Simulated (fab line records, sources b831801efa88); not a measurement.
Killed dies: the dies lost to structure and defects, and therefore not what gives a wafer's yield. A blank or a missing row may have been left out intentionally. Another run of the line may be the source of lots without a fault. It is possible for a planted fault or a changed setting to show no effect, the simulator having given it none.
A struck lot beside a sound one | flow gf180mcu | 16 out of 602 route steps
Sound: these wafers, L599.2, L599.5, L599.6. Struck: wafer L618.4. At the end, the cause is stated.
For every step that has rows: the tool of each side, followed by ch and its chambers, followed by its first start. Under that, the readings that differ: sound wafers | struck wafers | difference of the means | sigmas: that difference in standard deviations of wafers without a fault.
alike: a reading whose means differ by less than 2 such deviations, as well as words and numbers matching on both sides. not compared: withheld readings; readings where some wafer has no value; bounds like >300 that might hide an equal value; numbers whose values overlap and for which the record gives no deviation.
A row with sigmas, a row that says differs or no value, or rows on one side alone: a step with any of these is where the two part. Numbers that don't overlap but have no deviation are shown without sigmas and don't part them. A reading that every wafer of one side lacks parts them only if that side has two wafers or more.

first, 6 steps without rows for these wafers: GF_M3_HMDS_08 (prime time 60 s); GF_M3_COAT_09 (resist thk 1000 nm); GF_M3_SOFTBAKE_10 (time 60 s); GF_M3_EXPOSE_11 (exposes mask Metal3, target cd 280 nm); GF_M3_PEB_12 (peb time 90 s); GF_M3_DEVELOP_13 (develop time 60 s).
GF_M3_CD_MEAS_14 targets a cd of 280 nm.
  struck on cd-sem-02, day 28 05:32; sound on cd-sem-02, day 21 22:07
  alike: cd-nm
GF_M3_OVL_MEAS_15:
  struck on overlay-01, day 28 05:37; sound on overlay-02, day 21 22:14
  alike: M3_OVL
GF_M3_METAL_ETCH_16: etches the open film in Cl2/BCl3, stops on SiO2, target depth 627.5 nm, time 104.6 s.
  sound on rie-metal-04 ch 0,1, day 21 22:16; struck on rie-metal-01 ch 0, day 28 05:40
  reading                     | sound          | struck | difference | sigmas
  drypump-motor-current-A (A) | 6.01 6.05 6.01 | 5.33   | -0.69      | -3
  alike: mfc-cl2-sccm, oes-product-au, throttle-valve-pct
  not compared: rf-hours-counter-h
GF_M3_STRIP_17: strips in O2/N2.
  sound on plasma-asher-02 ch 0,1, day 21 22:22; struck on plasma-asher-02 ch 0, day 28 05:46
  reading                      | sound          | struck | difference | sigmas
  strip-time-to-endpoint-s (s) | 7.92 7.89 7.91 | 7.76   | -0.15      | -2
  alike: drypump-motor-current-A, heater-power-w, oes-product-au
  not compared: rf-hours-counter-h
then, 2 steps without rows for these wafers: GF_M3_STRIP_18 (strips in post etch residue remover, time 1200 s); GF_M3_CLEAN_19 (cleans in DIW).
GF_V3_CVD_00: deposits SiO2, target thk 600 nm, time 100 s.
  sound on hdpcvd-01 ch 1,2, day 21 22:55; struck on hdpcvd-02 ch 0, day 28 06:19
  reading                             | sound             | struck | difference | sigmas
  sih4-flow-sccm (sccm)               | 59.83 60.11 60.10 | 29.98  | -30.03     | -99 or more
  model.SiO2_of_V3_CVD_00.thk-nm (nm) | 604.2 593.5 601.8 | 289.1  | -310.7     |
  alike: pressure-mtorr
GF_V3_THK_MEAS_01:
  struck on film-metro-01, day 28 06:23; sound on film-metro-04, day 21 22:59
  reading            | sound       | struck | difference | sigmas
  V3_CVD_00_THK (nm) | 604 594 602 | 289    | -311       | -48
GF_V3_CVD_02: deposits SiO2 from TEOS, target thk 850 nm, time 94.851 s.
  sound on pecvd-01 ch 0,1, day 21 23:02; struck on pecvd-03 ch 0, day 28 06:27
  alike: heater-power-w
GF_PASSIVATION_PROBE_99:
  the record holds rows for the sound wafers here (prober-02, day 29 11:20) but none for the struck ones

## WHERE THEY PART
Last at GF_PASSIVATION_PROBE_99 as far as this record goes, first at GF_M3_METAL_ETCH_16.

WHY: what the simulator had put in
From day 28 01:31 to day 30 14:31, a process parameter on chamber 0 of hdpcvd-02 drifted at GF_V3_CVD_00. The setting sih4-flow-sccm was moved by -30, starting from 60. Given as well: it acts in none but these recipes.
